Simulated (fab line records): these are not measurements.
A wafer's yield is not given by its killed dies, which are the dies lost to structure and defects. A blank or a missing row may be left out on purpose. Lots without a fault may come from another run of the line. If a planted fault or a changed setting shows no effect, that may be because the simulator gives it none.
Struck lot and sound lot, side by side    flow sky130    15 steps out of a route of 708
Sound: the wafers L149.2, L149.4, L149.5. Wafers struck: L158.3, L158.4, L158.6. The cause is given at the end.
Per side, at each step with rows, come the tool, then ch with its chambers, and then its first start. Under that, the readings that differ: sound wafers    struck wafers    difference of the means    sigmas: that difference in standard deviations of wafers without a fault.
alike: same words and numbers on both sides, and readings whose means sit less than 2 such deviations apart. not compared: any withheld reading, any reading some wafer has no value for, any bound like >300 that may hide the same value, and any number with overlapping values for which the record gives no deviation.
A row with sigmas, a row that says differs or no value, or rows on one side alone: a step with any of these is where the two part. When numbers do not overlap yet have no deviation, they are printed without sigmas and do not part them. Lack of a reading on every wafer of one side parts them only where that side has two or more wafers.

first, 6 steps without rows for these wafers: SKY_CONTACT_COAT_08 (resist thk 60 nm); SKY_CONTACT_COAT_09 (resist thk 450 nm); SKY_CONTACT_SOFTBAKE_10 (time 90 s); SKY_CONTACT_EXPOSE_11 (exposes mask CTM1, target cd 170 nm); SKY_CONTACT_PEB_12; SKY_CONTACT_DEVELOP_13 (develop time 60 s).
SKY_CONTACT_CD_MEAS_14: the cd target is 170 nm.
  struck on cdSem-02, day 37 18:56; sound on cdSem-01, day 34 05:01
  alike: cdNm
SKY_CONTACT_OVL_MEAS_15:
  struck on overlay-02, day 37 19:02; sound on overlay-02, day 34 05:08
  alike: CONTACT_OVL
SKY_CONTACT_ETCH_16: etches BARC in N2/H2, stops on SiO2, time 45.9 s, target depth 60 nm.
  sound on rieDiel-02 ch 0,2,3, day 34 05:10; struck on rieDiel-04 ch 1,2, day 37 19:04
  alike: drypumpMotorCurrentA, oesProductAu, throttleValvePct
  not compared: rfHoursCounterH
SKY_CONTACT_ETCH_17: etches SiO2 in C4F8/O2/Ar, stops on Si3N4, target depth 340 nm.
  sound on rieDiel-02 ch 0,2,3, day 34 05:12; struck on rieDiel-04 ch 1,2, day 37 19:06
  alike: oesProductAu
SKY_CONTACT_ETCH_18: etches Si3N4 in CHF3/O2, stops on TiN, time 39 s, target depth 75 nm.
  sound: rieDiel-02 ch 0,2,3; struck: rieDiel-04 ch 1,2
  alike: O2_flow_sccm, drypumpMotorCurrentA, oesProductAu, throttleValvePct
  not compared: rfHoursCounterH
SKY_CONTACT_STRIP_19: strips in O2/N2.
  sound on plasmaAsher-02 ch 0,1, day 34 05:17; struck on plasmaAsher-04 ch 0,1, day 37 19:13
  alike: drypumpMotorCurrentA, oesProductAu, stripTimeToEndpointS
  not compared: rfHoursCounterH
SKY_CONTACT_STRIP_20: strips in post etch residue remover, time 1200 s.
  sound on wetBench-02 ch 3, day 34 05:23; struck on wetBench-02 ch 3, day 37 19:17
reading             sound              struck             difference  sigmas
bathGuardTempC (C)  72.2 72.3 72.2     69.3 69.1 68.6     -3.2        -7
tempC (C)           72.51 72.65 72.63  68.65 68.65 68.73  -3.92       -33
then, 1 step without rows for these wafers: SKY_CONTACT_CLEAN_21 (cleans in IPA, time 180 s).
-- the record jumps here: 12 days lie between the struck wafers' starts before and after (it left off in module CONTACT and takes up again in module PAD_OPEN, whose first step shown is number 708 of the route) --
SKY_PAD_OPEN_PROBE_99:
  the record has rows for the struck wafers here (prober-01, day 50 05:40) and none for the sound ones

WHERE THEY PART
Earliest at SKY_CONTACT_STRIP_20; latest, in this record, at SKY_PAD_OPEN_PROBE_99.

WHY: what had been put in by the simulator
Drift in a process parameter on wetBench-02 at SKY_CONTACT_STRIP_20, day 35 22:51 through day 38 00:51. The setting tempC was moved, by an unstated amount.
